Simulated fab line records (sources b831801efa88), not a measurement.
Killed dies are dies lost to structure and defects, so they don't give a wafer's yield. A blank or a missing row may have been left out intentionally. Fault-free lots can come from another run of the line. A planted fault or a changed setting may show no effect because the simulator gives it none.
Matching of chambers / flow gf180mcu / GF_STI_ETCH_14 on rie si-01: 4 sister chambers
The step etches Si in HBr/Cl2/O2, target depth 360 nm, time 102.9 s. 4 wafers are shown with their chamber, then 7 later ones without.

WAFERS PAIRED WITH THEIR CHAMBERS
wafer=L474.1; chamber=3; drypump motor current A (A)=5.0
wafer=L474.6; chamber=2; drypump motor current A (A)=5.9
wafer=L477.1; chamber=0; drypump motor current A (A)=6.1
wafer=L477.4; chamber=1; drypump motor current A (A)=5.4

WAFERS WITH NO CHAMBER GIVEN
wafer=L477.5; drypump motor current A (A)=6.1
wafer=L479.2; drypump motor current A (A)=5.5
wafer=L479.4; drypump motor current A (A)=5.0
wafer=L479.5; drypump motor current A (A)=6.1
wafer=L480.1; drypump motor current A (A)=5.9
wafer=L480.2; drypump motor current A (A)=5.4
wafer=L480.3; drypump motor current A (A)=5.0

WHICH CHAMBER EACH WENT THROUGH
wafer=L477.5; from the rows above=0; in truth=0
wafer=L479.2; from the rows above=1; in truth=1
wafer=L479.4; from the rows above=3; in truth=3
wafer=L479.5; from the rows above=0; in truth=0
wafer=L480.1; from the rows above=2; in truth=2
wafer=L480.2; from the rows above=1; in truth=1
wafer=L480.3; from the rows above=3; in truth=3
7 of 7 placed correctly. Left unplaced by these rows: 0. Number placed wrongly: 0.
How it was worked out, from the rows above alone: a wafer's distance from a chamber is the root of the sum, over the readings, of the square of ((its reading less the chamber's mean) divided by the reading's scatter). If the next closest chamber is less than 2 further off than the closest, the wafer can't be placed; otherwise it belongs to the closest. Each chamber's mean is taken over the wafers shown for it. The scatter: with one shown wafer a chamber, the root of the mean of the squares of how far each hidden wafer lies from its nearest shown one.
